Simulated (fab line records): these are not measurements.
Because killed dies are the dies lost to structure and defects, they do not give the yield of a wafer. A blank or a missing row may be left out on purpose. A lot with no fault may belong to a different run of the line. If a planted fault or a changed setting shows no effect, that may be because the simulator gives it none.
fab line records	flow sfq-line
record lots=6	wafers=16	last-day=94
route steps=325 shown C5@243 M6@251
lots that met no fault: taken from a fault-free run of the same line
start-h: hours from the record's first day to the start of the lot's first wafer shown	wait-h: hours since the lot's step before	" the same as in the row above	L1.1+2: several wafers, shown together as one row	- no value, or no start given	* or withheld: withheld	< > ~ a bound
route shown NAME@n: NAME is a module with steps in the file, n the number in the route of the first one	usual: average and standard deviation across the fault-free wafers	same: alike in all rows	chamber/n: place in a boat	sites: readings site by site	_std_site: the values' standard deviation	_edge_site: inner sites' mean taken away from outer sites' mean	radius-mm: how far each site lies from the wafer's centre	mask NAME#n: copy n	behind: the most recent tool/chamber to have shaped the wafer	hold: why the lot was held/for how many hours/how that ended	device: the n, p or np transistor that did not switch	end of line: the route-end tests of the same wafers	where a step has no rows: the recipe by itself	killed: not the wafer's yield, but the dies lost to structure and defects at the first sort	map: per-die view of a wafer (x killed, . not killed, _ where there is no die)
set.NAME: the run value of the setting; set.NAME@STEP: its run value at that earlier step	model.NAME: the simulator's own value behind a step, which no gauge read
lots at selected steps of the route; one table per step, one row per wafer
services: the hour from which a tool's chamber was out of use, counted from the record's first day as start-h (under 0 if before that day), plus the number of hours and why
## steps
# step SFQ_TRILAYER_C5_LITHO_EXPOSE_152
# recipe mask-id=C5	na=0.6	source-shape=conventional	sigma-outer=0.65	target-cd-nm=500	dose-mj=21.3
# step SFQ_TRILAYER_C5_LITHO_PEB_154
# recipe peb-temp-c=115	peb-time-s=60	resist=KrF
# step SFQ_TRILAYER_C5_LITHO_DEVELOP_153
# recipe time-s=60	resist=KrF
# step SFQ_C5_OVL_MEAS_937
# usual C5_OVL=-1/6.7
lot.wafer	tool	chamber	start-h	wait-h	C5_OVL[nm]
L697.3	overlay-02	-	1658.88	0.1	4
L697.4	"	-	"	"	-3
L697.5	"	-	"	"	-1
L698.1	overlay-02	-	1661.27	0.1	8
L698.2	"	-	"	"	5
L698.5	"	-	"	"	10
L712.3	overlay-02	-	1765.98	0.1	0
L712.5	"	-	"	"	4
L713.2	overlay-02	-	1774.50	0.1	-6
L713.3	"	-	"	"	-7
L717.1	overlay-02	-	1864.85	0.1	2
L717.3	"	-	"	"	2
L717.5	"	-	"	"	-1
L718.4	overlay-02	-	1866.53	0.1	4
L718.5	"	-	"	"	2
L718.6	"	-	"	"	-1
# step SFQ_TRILAYER_C5_BARC_OPEN_VIA_ETCH_210
# recipe mask-material=PR	chemistry=O2	target-depth-nm=125	target=BARC	source-w=500	bias-w=80	pressure-mtorr=30	time-s=41.7
# usual drypump-motor-current-A=5.6/0.39	oes-product-au=0.685/0.0048
lot.wafer	tool	chamber	start-h	wait-h	drypump-motor-current-A	oes-product-au	rf-hours-counter-h
L697.3	rie-diel-01	2	1658.90	0.0	4.8	0.687	18
L697.4	"	1	"	"	5.2	0.686	15
L697.5	"	1	"	"	5.2	0.685	-
L698.1	rie-diel-02	2	1661.30	0.0	5.8	0.679	2
L698.2	"	0	"	"	5.5	0.690	0
L698.5	"	2	"	"	5.8	0.684	-
L712.3	rie-diel-03	0	1766.00	0.0	6.2	0.689	16
L712.5	"	1	"	"	5.8	0.684	-
L713.2	rie-diel-03	0	1774.53	0.0	6.2	0.681	16
L713.3	"	2	"	"	5.7	0.697	0
L717.1	rie-diel-03	2	1864.89	0.0	5.7	0.686	1
L717.3	"	3	"	"	5.0	0.677	14
L717.5	"	1	"	"	5.8	0.686	-
L718.4	rie-diel-01	1	1866.55	0.0	5.2	0.685	0
L718.5	"	2	"	"	4.8	0.693	-
L718.6	"	3	"	"	5.6	0.681	-
# step SFQ_TRILAYER_C5_ETCH_VIA_ETCH_154
# recipe target=SiO2	mask-material=PR	chemistry=CHF3	target-depth-nm=84	source-w=500	bias-w=80	pressure-mtorr=30	time-s=withheld	stop-on=Nb
# usual drypump-motor-current-A=5.6/0.39	oes-product-au=0.896/0.0091
lot.wafer	tool	chamber	start-h	wait-h	drypump-motor-current-A	oes-product-au
L697.3	rie-diel-01	2	1658.94	0.0	4.8	0.904
L697.4	"	1	"	"	5.2	0.908
L697.5	"	1	"	"	5.2	0.881
L698.1	rie-diel-02	2	1661.34	0.0	5.9	0.900
L698.2	"	0	"	"	5.5	0.904
L698.5	"	2	"	"	5.8	0.911
L712.3	rie-diel-03	0	1766.04	0.0	6.2	0.890
L712.5	"	1	"	"	5.8	0.899
L713.2	rie-diel-03	0	1774.57	0.0	6.2	0.895
L713.3	"	2	"	"	5.7	0.902
L717.1	rie-diel-03	2	1864.93	0.0	5.7	0.879
L717.3	"	3	"	"	5.0	0.898
L717.5	"	1	"	"	5.8	0.902
L718.4	rie-diel-01	1	1866.59	0.0	5.2	0.897
L718.5	"	2	"	"	4.8	0.900
L718.6	"	3	"	"	5.7	0.892
# step SFQ_TRILAYER_C5_STRIP_STRIP_155
# recipe gas=O2	power-w=200	platen-temp-c=40	overash-fraction=0.65	chemistry=O2	pressure-mtorr=50
# usual drypump-motor-current-A=5.8/0.39	oes-product-au=1.005/0.014	platen-temp-c=39.99/0.13
lot.wafer	tool	chamber	start-h	wait-h	drypump-motor-current-A	oes-product-au	platen-temp-c	rf-hours-counter-h
L697.3	rie-metal-02	1	1659.19	-	5.8	1.019	39.94	-
L697.4	"	0	"	"	6.3	0.990	39.97	-
L697.5	"	1	"	"	5.8	1.021	40.11	-
L698.1	rie-metal-04	0	1661.39	-	6.2	1.006	39.99	40
L698.2	"	1	"	"	5.7	1.028	40.05	106
L698.5	"	1	"	"	5.7	1.024	40.08	-
L712.3	rie-metal-02	1	1766.29	-	5.8	0.999	40.10	-
L712.5	"	1	"	"	5.9	1.004	40.00	-
L713.2	rie-metal-02	1	1774.62	-	5.9	0.989	40.07	109
L713.3	"	1	"	"	5.9	0.996	39.96	-
L717.1	rie-metal-02	0	1864.97	-	6.3	0.997	40.07	106
L717.3	"	1	"	"	5.8	1.002	40.20	-
L717.5	"	0	"	"	6.3	0.994	40.00	-
L718.4	rie-metal-04	1	1866.84	-	5.7	1.011	40.09	-
L718.5	"	0	"	"	6.2	0.995	39.97	-
L718.6	"	1	"	"	5.7	1.020	40.12	-
# step SFQ_TRILAYER_C5_STRIP_SOLV_CLEAN_156
# recipe chemistry=NMP	temp-c=70	time-s=600
# step SFQ_TRILAYER_M6_DEP_PRE_CLEAN_158
# recipe gas=Ar	time-s=22.5	bias-v=250
# step SFQ_TRILAYER_M6_DEP_SPUTTER_157
# recipe material=Nb	base-pressure-pa=1.33e-06	chamber-pressure-pa=0.1333	substrate-temp-c=20	target-thk-nm=200	power-w=2000	time-s=133.3
# usual throttle-valve-pct=29.4/1.2
lot.wafer	tool	chamber	start-h	wait-h	throttle-valve-pct
L697.3	pvd-sputter-06	-	1659.80	0.0	29.5
L697.4	"	-	"	"	30.5
L697.5	"	-	"	"	30.1
L698.1	pvd-sputter-05	-	1662.20	0.0	30.0
L698.2	"	-	"	"	27.5
L698.5	"	-	"	"	29.8
L712.3	pvd-sputter-05	-	1766.90	0.0	27.9
L712.5	"	-	"	"	27.6
L713.2	pvd-sputter-06	-	1775.42	0.0	29.1
L713.3	"	-	"	"	30.2
L717.1	pvd-sputter-03	-	1865.78	0.0	29.3
L717.3	"	-	"	"	29.9
L717.5	"	-	"	"	31.7
L718.4	pvd-sputter-05	-	1867.44	0.0	29.6
L718.5	"	-	"	"	27.3
L718.6	"	-	"	"	28.4
# step SFQ_M6_RS_MEAS_938
# recipe thk-meas-gauge=four-point-probe	reads=Nb_of_TRILAYER_M6_DEP_SPUTTER_157
# usual M6_NB_RS=0.890/0.012
lot.wafer	tool	chamber	start-h	wait-h	M6_NB_RS[ohm/sq]
L697.3	film-metro-01	-	1659.93	0.1	0.892
L697.4	"	-	"	"	0.887
L697.5	"	-	"	"	0.885
L698.1	film-metro-01	-	1662.29	0.0	0.895
L698.2	"	-	"	"	0.863
L698.5	"	-	"	"	0.893
L712.3	film-metro-04	-	1767.03	0.1	0.885
L712.5	"	-	"	"	0.892
L713.2	film-metro-04	-	1775.53	0.1	0.875
L713.3	"	-	"	"	0.906
L717.1	film-metro-03	-	1865.87	0.0	0.892
L717.3	"	-	"	"	0.894
L717.5	"	-	"	"	0.902
L718.4	film-metro-01	-	1867.59	0.1	0.895
L718.5	"	-	"	"	0.890
L718.6	"	-	"	"	0.879
# step SFQ_TRILAYER_M6_LITHO_COAT_164
# recipe resist=BARC	spin-rpm=3000	resist-thk-nm=62
lot.wafer	tool	chamber	start-h	wait-h	model.BARC_of_TRILAYER_M6_LITHO_COAT_164.thk-nm
L697.3	litho-track-01	0	1660.17	0.1	62.07
L697.4	"	0	"	"	62.19
L697.5	"	0	"	"	61.95
L698.1	litho-track-04	0	1662.47	0.1	61.89
L698.2	"	0	"	"	61.78
L698.5	"	0	"	"	61.98
L712.3	litho-track-04	0	1767.27	0.1	58.83
L712.5	"	0	"	"	61.77
L713.2	litho-track-04	0	1775.74	0.1	61.76
L713.3	"	0	"	"	59.39
L717.1	litho-track-01	0	1866.05	0.1	61.92
L717.3	"	0	"	"	61.81
L717.5	"	0	"	"	61.99
L718.4	litho-track-03	0	1867.86	0.2	61.97
L718.5	"	0	"	"	61.91
L718.6	"	0	"	"	61.99
# step SFQ_TRILAYER_M6_LITHO_COAT_159
# recipe resist=KrF	spin-rpm=3000	resist-thk-nm=600
# step SFQ_TRILAYER_M6_LITHO_SOFTBAKE_163
# recipe temp-c=withheld	time-s=withheld	resist=KrF
# step SFQ_TRILAYER_M6_LITHO_EXPOSE_160
# recipe mask-id=M6	na=0.6	source-shape=conventional	sigma-outer=0.65	target-cd-nm=500	dose-mj=14.4
# step SFQ_TRILAYER_M6_LITHO_PEB_162
# recipe peb-temp-c=115	peb-time-s=60	resist=KrF
# step SFQ_TRILAYER_M6_LITHO_DEVELOP_161
# recipe time-s=60	resist=KrF
# step SFQ_M6_OVL_MEAS_940
# usual M6_OVL=2/5.8
lot.wafer	tool	chamber	start-h	wait-h	M6_OVL[nm]
L697.3	overlay-02	-	1769.58	0.1	2
L697.4	"	-	"	"	3
L697.5	"	-	"	"	-1
L698.1	overlay-02	-	1771.97	0.1	-11
L698.2	"	-	"	"	-9
L698.5	"	-	"	"	-5
L712.3	overlay-02	-	1858.99	0.1	-5
L712.5	"	-	"	"	-5
L713.2	overlay-02	-	1860.18	0.1	1
L713.3	"	-	"	"	-3
L717.1	overlay-01	-	1966.39	0.1	2
L717.3	"	-	"	"	-1
L717.5	"	-	"	"	-1
L718.4	overlay-02	-	1970.01	0.1	10
L718.5	"	-	"	"	14
L718.6	"	-	"	"	8
# step SFQ_TRILAYER_M6_BARC_OPEN_METAL_ETCH_206
# recipe mask-material=PR	chemistry=O2	target-depth-nm=125	target=BARC	icp-w=600	bias-w=80	pressure-mtorr=10	time-s=41.7
# usual drypump-motor-current-A=5.9/0.52	oes-product-au=0.685/0.0042
lot.wafer	tool	chamber	start-h	wait-h	drypump-motor-current-A	oes-product-au	rf-hours-counter-h	model.etch.depth-nm
L697.3	rie-metal-03	1	1769.62	0.0	6.5	0.685	-	62.07
L697.4	"	0	"	"	5.1	0.684	-	62.19
L697.5	"	0	"	"	5.1	0.689	-	61.95
L698.1	rie-metal-04	0	1772.00	0.0	6.2	0.681	57	61.89
L698.2	"	1	"	"	5.7	0.689	122	61.78
L698.5	"	1	"	"	5.7	0.690	-	61.98
L712.3	rie-metal-02	0	1859.03	0.0	6.3	0.673	-	58.83
L712.5	"	1	"	"	5.8	0.684	-	61.77
L713.2	rie-metal-04	0	1860.21	0.0	6.1	0.681	67	61.76
L713.3	"	0	"	"	6.2	0.674	-	59.39
L717.1	rie-metal-02	0	1966.43	0.0	6.3	0.683	117	61.92
L717.3	"	0	"	"	6.3	0.689	-	61.81
L717.5	"	0	"	"	6.2	0.694	-	61.99
L718.4	rie-metal-02	0	1970.11	0.1	6.3	0.688	-	61.97
L718.5	"	0	"	"	6.3	0.684	-	61.91
L718.6	"	0	"	"	6.3	0.682	-	61.99
# step SFQ_TRILAYER_M6_ETCH_METAL_ETCH_162
# recipe target=Nb	stop-on=SiO2	mask-material=PR	chemistry=Cl2/Ar	target-depth-nm=240	icp-w=600	bias-w=80	pressure-mtorr=10	time-s=120
# usual drypump-motor-current-A=5.9/0.52	oes-product-au=0.894/0.0083
lot.wafer	tool	chamber	start-h	wait-h	drypump-motor-current-A	oes-product-au	rf-hours-counter-h
L697.3	rie-metal-03	1	1769.71	0.1	6.5	0.891	-
L697.4	"	0	"	"	5.0	0.900	-
L697.5	"	0	"	"	5.1	0.890	-
L698.1	rie-metal-04	0	1772.06	0.0	6.2	0.891	57
L698.2	"	1	"	"	5.7	0.904	122
L698.5	"	1	"	"	5.7	0.894	-
L712.3	rie-metal-02	0	1859.11	0.1	6.3	0.901	-
L712.5	"	1	"	"	5.8	0.899	-
L713.2	rie-metal-04	0	1860.27	0.0	6.2	0.911	67
L713.3	"	0	"	"	6.2	0.886	-
L717.1	rie-metal-02	0	1966.55	0.1	6.3	0.893	117
L717.3	"	0	"	"	6.3	0.890	-
L717.5	"	0	"	"	6.3	0.889	-
L718.4	rie-metal-02	0	1970.35	0.2	6.3	0.900	-
L718.5	"	0	"	"	6.3	0.899	-
L718.6	"	0	"	"	6.3	0.900	-
## services
tool	chamber	start-h	hours	kind
rie-diel-01	2	1645.39	4.7	repair
rie-metal-03	1	1647.80	22.7	repair
rie-diel-02	3	1648.13	5.2	repair
rie-diel-01	2	1679.45	7.6	repair
rie-diel-03	0	1680.41	8.4	repair
rie-diel-02	0	1700.67	9.6	repair
rie-diel-01	-	1714.67	2.8	pm
rie-diel-03	1	1736.43	2.2	repair
rie-diel-03	0	1739.00	7.9	repair
rie-diel-02	2	1750.44	1.6	repair
rie-diel-03	1	1770.22	4.3	repair
rie-diel-01	3	1783.52	7.4	repair
rie-diel-01	0	1784.70	21.5	repair
rie-diel-03	0	1805.35	4.3	repair
pvd-sputter-05	-	1814.52	4.7	repair
rie-metal-04	0	1818.42	28.3	repair
rie-diel-01	3	1822.65	11.5	repair
rie-metal-02	1	1824.40	6.9	repair
rie-diel-01	0	1831.82	5.3	repair
rie-diel-03	2	1845.45	1.9	repair
rie-diel-01	2	1912.26	9.8	repair
rie-diel-03	3	1934.43	4.4	repair
pvd-sputter-05	-	1942.40	0.6	repair
rie-diel-03	2	1943.65	10.5	repair
## key
first-sign step=SFQ_TRILAYER_M6_BARC_OPEN_METAL_ETCH_206	reading=oes-product-au	direction=down	sigmas=2.8	usual=0.685	struck=0.673
effect none on later readings
model-effect step=SFQ_TRILAYER_M6_LITHO_COAT_164	value=BARC_of_TRILAYER_M6_LITHO_COAT_164.thk-nm	without=61.76	struck=59.11
model-effect step=SFQ_TRILAYER_M6_BARC_OPEN_METAL_ETCH_206	value=etch.depth-nm	without=61.76	struck=59.11
met-at SFQ_TRILAYER_M6_LITHO_COAT_164
struck-wafers L712.3,L713.3
onset-between 1662.47 1767.27
fault kind=process-parameter-drift	tool=litho-track-04	chamber=-	onset-h=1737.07	steps=SFQ_TRILAYER_M6_LITHO_COAT_164	channel=resist-thk-nm	offset=-2.663	shape=step	end-h=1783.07	scope=struck-wafers-only	acts-in=these-recipes-only	stated=62
